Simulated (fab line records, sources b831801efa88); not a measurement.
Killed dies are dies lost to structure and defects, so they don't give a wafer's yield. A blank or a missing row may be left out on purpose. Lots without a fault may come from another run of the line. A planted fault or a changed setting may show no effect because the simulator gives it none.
Chamber matching | flow sky130 | SKY_PASSIVATION_ETCH_11 on rie_diel-02: 4 sister chambers
The step etches the open film in CF4/O2, stops on AlCu, target depth 725 nm, time 161.1 s. 14 wafers are shown with their chamber, then 7 later ones without.

WAFERS WITH THEIR CHAMBER
wafer  | chamber | drypump_motor_current_A (A) | throttle_valve_pct (%) | oes_product_au (a.u.)
L077.2 | 0       | 5.4                         | 5.974                  | 0.967
L077.4 | 3       | 5.0                         | 5.963                  | 0.977
L077.5 | 0       | 5.4                         | 5.971                  | 0.978
L082.3 | 0       | 5.4                         | 5.958                  | 0.976
L082.5 | 0       | 5.4                         | 5.964                  | 0.971
L082.6 | 3       | 5.0                         | 5.963                  | 0.979
L084.1 | 1       | 5.0                         | 5.956                  | 0.975
L084.4 | 0       | 5.3                         | 5.974                  | 0.984
L084.6 | 0       | 5.4                         | 5.963                  | 0.984
L087.2 | 0       | 5.4                         | 5.965                  | 0.983
L087.3 | 2       | 6.0                         | 5.963                  | 0.977
L087.6 | 2       | 6.0                         | 5.971                  | 0.980
L089.3 | 3       | 5.0                         | 5.971                  | 0.975
L089.5 | 0       | 5.4                         | 5.970                  | 0.975

SIGNATURES (means of the wafers above)
reading                 | chamber 0 | chamber 1 | chamber 2 | chamber 3 | scatter within a chamber
drypump_motor_current_A | 5.388     | 5.000     | 6.000     | 5.000     | 0.0296
throttle_valve_pct      | 5.96738   | 5.95600   | 5.96700   | 5.96567   | 0.00554
oes_product_au          | 0.97725   | 0.97500   | 0.97850   | 0.97700   | 0.00537
Rule: a wafer's distance from a chamber is the root of the sum, over the readings, of the square of ((its reading less the chamber's mean) divided by the reading's scatter). The wafer belongs to the nearest chamber; if the next one is less than 2 further off, it can't be placed. The scatter: the root of (the sum of the squares of (reading less its chamber's mean) over the shown wafers, divided by (wafers less chambers)).

WAFERS WITHOUT THEIR CHAMBER
wafer  | drypump_motor_current_A (A) | throttle_valve_pct (%) | oes_product_au (a.u.)
L089.6 | 5.0                         | 5.966                  | 0.979
L091.1 | 5.0                         | 5.956                  | 0.970
L091.2 | 5.3                         | 5.979                  | 0.980
L091.6 | 5.0                         | 5.965                  | 0.991
L097.1 | 6.0                         | 5.962                  | 0.971
L097.5 | 5.0                         | 5.963                  | 0.979
L097.6 | 5.9                         | 5.962                  | 0.969

WHICH CHAMBER EACH WENT THROUGH
wafer  | from the rows above     | in truth
L089.6 | can't be placed: 3 or 1 | 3
L091.1 | can't be placed: 1 or 3 | 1
L091.2 | 0                       | 0
L091.6 | can't be placed: 3 or 1 | 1
L097.1 | 2                       | 2
L097.5 | can't be placed: 3 or 1 | 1
L097.6 | 2                       | 2
Placed correctly: 3 of 7. Can't be placed from these rows: 4 (the true chamber is among the candidates in 4). Placed wrongly: 0.
